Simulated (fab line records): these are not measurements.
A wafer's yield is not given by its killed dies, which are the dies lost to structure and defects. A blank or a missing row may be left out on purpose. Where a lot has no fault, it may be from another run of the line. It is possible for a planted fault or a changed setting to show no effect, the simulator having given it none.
Which of the tools did it? || flow sky130 || 13 lots with 39 wafers sampled at 2 steps, on a route of 708 steps

## WHAT THE GAUGES SHOWED, per wafer
SKY_LOCAL_INTERCONNECT_THK_MEAS_02: measures by xrf.
{"lot": "L377", "measured": "day 30 14:46", "on": "filmMetro-01", "LOCAL_INTERCONNECT_TIN_THK (nm)": "102.2 102.9 102.6"}
{"lot": "L376", "measured": "day 30 15:36", "on": "filmMetro-02", "LOCAL_INTERCONNECT_TIN_THK (nm)": "101.1 101.0 101.8"}
{"lot": "L378", "measured": "day 30 16:02", "on": "filmMetro-01", "LOCAL_INTERCONNECT_TIN_THK (nm)": "100.6 98.9 99.2"}
{"lot": "L379", "measured": "day 30 18:10", "on": "filmMetro-02", "LOCAL_INTERCONNECT_TIN_THK (nm)": "98.6 100.1 99.6"}
{"lot": "L382", "measured": "day 31 16:44", "on": "filmMetro-03", "LOCAL_INTERCONNECT_TIN_THK (nm)": "98.8 100.4 100.6"}
{"lot": "L383", "measured": "day 32 00:27", "on": "filmMetro-01", "LOCAL_INTERCONNECT_TIN_THK (nm)": "99.2 99.8 99.8"}
{"lot": "L384", "measured": "day 32 03:55", "on": "filmMetro-02", "LOCAL_INTERCONNECT_TIN_THK (nm)": "101.0 100.1 100.7"}
{"lot": "L385", "measured": "day 32 16:49", "on": "filmMetro-02", "LOCAL_INTERCONNECT_TIN_THK (nm)": "98.7 98.9 98.9"}
{"lot": "L389", "measured": "day 33 13:43", "on": "filmMetro-03", "LOCAL_INTERCONNECT_TIN_THK (nm)": "101.0 100.3 100.2"}
{"lot": "L390", "measured": "day 33 22:02", "on": "filmMetro-02", "LOCAL_INTERCONNECT_TIN_THK (nm)": "99.6 99.5 99.3"}
{"lot": "L396", "measured": "day 35 23:33", "on": "filmMetro-01", "LOCAL_INTERCONNECT_TIN_THK (nm)": "100.9 100.4 100.5"}
{"lot": "L397", "measured": "day 36 02:49", "on": "filmMetro-03", "LOCAL_INTERCONNECT_TIN_THK (nm)": "99.5 99.9 99.6"}
{"lot": "L398", "measured": "day 36 14:49", "on": "filmMetro-01", "LOCAL_INTERCONNECT_TIN_THK (nm)": "101.4 99.5 101.1"}

## WHAT TOOL EACH LOT RAN ON (gives the tool, then ch and the chambers of the sampled wafers, and finally the start)
{"lot": "L377", "SKY_LOCAL_INTERCONNECT_SPUTTER_00": "pvdSputter-03, day 30 14:34"}
{"lot": "L376", "SKY_LOCAL_INTERCONNECT_SPUTTER_00": "pvdSputter-01, day 30 15:25"}
{"lot": "L378", "SKY_LOCAL_INTERCONNECT_SPUTTER_00": "pvdSputter-03, day 30 15:51"}
{"lot": "L379", "SKY_LOCAL_INTERCONNECT_SPUTTER_00": "pvdSputter-01, day 30 17:59"}
{"lot": "L382", "SKY_LOCAL_INTERCONNECT_SPUTTER_00": "pvdSputter-01, day 31 16:32"}
{"lot": "L383", "SKY_LOCAL_INTERCONNECT_SPUTTER_00": "pvdSputter-01, day 32 00:16"}
{"lot": "L384", "SKY_LOCAL_INTERCONNECT_SPUTTER_00": "pvdSputter-01, day 32 03:44"}
{"lot": "L385", "SKY_LOCAL_INTERCONNECT_SPUTTER_00": "pvdSputter-03, day 32 16:37"}
{"lot": "L389", "SKY_LOCAL_INTERCONNECT_SPUTTER_00": "pvdSputter-02, day 33 13:31"}
{"lot": "L390", "SKY_LOCAL_INTERCONNECT_SPUTTER_00": "pvdSputter-03, day 33 21:49"}
{"lot": "L396", "SKY_LOCAL_INTERCONNECT_SPUTTER_00": "pvdSputter-02, day 35 23:22"}
{"lot": "L397", "SKY_LOCAL_INTERCONNECT_SPUTTER_00": "pvdSputter-01, day 36 02:38"}
{"lot": "L398", "SKY_LOCAL_INTERCONNECT_SPUTTER_00": "pvdSputter-03, day 36 14:37"}
- SKY_LOCAL_INTERCONNECT_SPUTTER_00: material TiN, target thk 100 nm, time 83.3 s.

## AS READ BY THE TOOLS THEMSELVES (means over the sampled wafers that have a number; for cases with no such wafer, the mark the record gives instead)
SKY_LOCAL_INTERCONNECT_SPUTTER_00.
{"lot": "L377", "tool": "pvdSputter-03", "throttleValvePct (%)": 29.8}
{"lot": "L376", "tool": "pvdSputter-01", "throttleValvePct (%)": 30.5}
{"lot": "L378", "tool": "pvdSputter-03", "throttleValvePct (%)": 30.6}
{"lot": "L379", "tool": "pvdSputter-01", "throttleValvePct (%)": 30.2}
{"lot": "L382", "tool": "pvdSputter-01", "throttleValvePct (%)": 30.6}
{"lot": "L383", "tool": "pvdSputter-01", "throttleValvePct (%)": 30.5}
{"lot": "L384", "tool": "pvdSputter-01", "throttleValvePct (%)": 30.4}
{"lot": "L385", "tool": "pvdSputter-03", "throttleValvePct (%)": 28.7}
{"lot": "L389", "tool": "pvdSputter-02", "throttleValvePct (%)": 30.0}
{"lot": "L390", "tool": "pvdSputter-03", "throttleValvePct (%)": 29.4}
{"lot": "L396", "tool": "pvdSputter-02", "throttleValvePct (%)": 29.4}
{"lot": "L397", "tool": "pvdSputter-01", "throttleValvePct (%)": 30.4}
{"lot": "L398", "tool": "pvdSputter-03", "throttleValvePct (%)": 30.0}

## THE ANSWER, worked out from the rows above alone
Rule: usual is defined by the lots themselves. The widest of any qualifying gaps counts: lots, ordered by their means at a reading, are off when they make up no more than a third of the lots, leave a main group of 4 or more, and stand apart from it by 3 or more times the standard deviation of that group's means. If all means in a main group match to the digits the tables above print for the reading, that group is not used. Also off: a lot with no number at a reading for which 4 or more lots have one. The other lots that the step has rows for count as sound. The gauges are gone through in route order, then the tools' own readings, and for those a lot's mean is taken as printed above. At the first step where some lot is off, the reading lying furthest off is the one used; lots without a number count as furthest.
No lot is off at any reading shown: from this, nothing can be told.

## WHAT THE SIMULATOR HAD PUT IN
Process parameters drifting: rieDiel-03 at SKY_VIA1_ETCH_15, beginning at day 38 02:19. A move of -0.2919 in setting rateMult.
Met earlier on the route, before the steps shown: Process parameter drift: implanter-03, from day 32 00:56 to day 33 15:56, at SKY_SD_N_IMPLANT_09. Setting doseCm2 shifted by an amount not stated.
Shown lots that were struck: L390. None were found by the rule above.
